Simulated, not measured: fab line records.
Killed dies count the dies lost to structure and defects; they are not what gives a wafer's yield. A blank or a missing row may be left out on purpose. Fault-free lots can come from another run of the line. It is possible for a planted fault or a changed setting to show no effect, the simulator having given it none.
Which tool was responsible? / flow gf180mcu / 6 lots, 18 wafers sampled, at 3 steps of a route of 602

== WHAT EACH GAUGE READ, for each wafer ==
GF_HV_LDD_THK_MEAS_57.
lot=L359; measured=day 13 03:56; on=film-metro-04; HV_LDD_CVD_56_THK (nm)=90.5 90.5 89.8
lot=L363; measured=day 14 12:22; on=film-metro-04; HV_LDD_CVD_56_THK (nm)=103.9 103.9 103.4
lot=L365; measured=day 15 10:36; on=film-metro-04; HV_LDD_CVD_56_THK (nm)=91.3 91.6 91.4
lot=L375; measured=day 18 10:47; on=film-metro-01; HV_LDD_CVD_56_THK (nm)=88.1 88.8 89.3
lot=L378; measured=day 19 12:25; on=film-metro-03; HV_LDD_CVD_56_THK (nm)=89.4 89.6 89.5
lot=L381; measured=day 20 10:15; on=film-metro-03; HV_LDD_CVD_56_THK (nm)=89.6 89.4 89.7

== WHAT TOOL EACH LOT RAN ON (gives the tool, then ch and the chambers of the sampled wafers, and finally the start) ==
lot=L359; GF_HV_LDD_STRIP_22=plasma-asher-02 ch 0,1, day 11 09:44; GF_HV_LDD_CVD_56=lpcvd-02 ch 1, day 13 02:31
lot=L363; GF_HV_LDD_STRIP_22=plasma-asher-01 ch 0,1, day 12 15:16; GF_HV_LDD_CVD_56=lpcvd-01 ch 1, day 14 10:12
lot=L365; GF_HV_LDD_STRIP_22=plasma-asher-01 ch 0,1, day 13 12:38; GF_HV_LDD_CVD_56=lpcvd-02 ch 1, day 15 09:11
lot=L375; GF_HV_LDD_STRIP_22=plasma-asher-04 ch 0,1, day 16 07:14; GF_HV_LDD_CVD_56=lpcvd-02 ch 0, day 18 09:21
lot=L378; GF_HV_LDD_STRIP_22=plasma-asher-02 ch 0,1, day 17 07:29; GF_HV_LDD_CVD_56=lpcvd-01 ch 0, day 19 10:16
lot=L381; GF_HV_LDD_STRIP_22=plasma-asher-04 ch 0,1, day 18 04:44; GF_HV_LDD_CVD_56=lpcvd-01 ch 0, day 20 08:49
- GF_HV_LDD_STRIP_22: strips in O2/N2.
- GF_HV_LDD_CVD_56: deposits Si3N4 from DCS/NH3, target thk 90 nm, time 1543 s.

== THE ANSWER, worked out from the rows above alone ==
Rule: usual is defined by the lots themselves. Put in order of their means at a reading, lots are off if they are a third of the lots or fewer, leave a main group of 4 or more, and stand apart from it by a gap of 3 or more times the standard deviation of the main group's means; of several such gaps the widest counts. The tables above print the reading to a certain number of digits; a main group whose means all agree to those digits is not used. Also off: a lot with no number at a reading for which 4 or more lots have one. Where the step has rows for the other lots, those lots are counted as sound.
Off: L363, at GF_HV_LDD_THK_MEAS_57 (HV_LDD_CVD_56_THK). The main group has a mean of 89.9 nm with a standard deviation of 0.91.
If a tool, at a process step before that reading, ran all the lots that are off and no sound lot after the first of them, it fits. Gauges at GF_HV_LDD_THK_MEAS_57: tried the same way as those tools. Of those tried, none fits.

== WHAT HAD BEEN PUT IN BY THE SIMULATOR ==
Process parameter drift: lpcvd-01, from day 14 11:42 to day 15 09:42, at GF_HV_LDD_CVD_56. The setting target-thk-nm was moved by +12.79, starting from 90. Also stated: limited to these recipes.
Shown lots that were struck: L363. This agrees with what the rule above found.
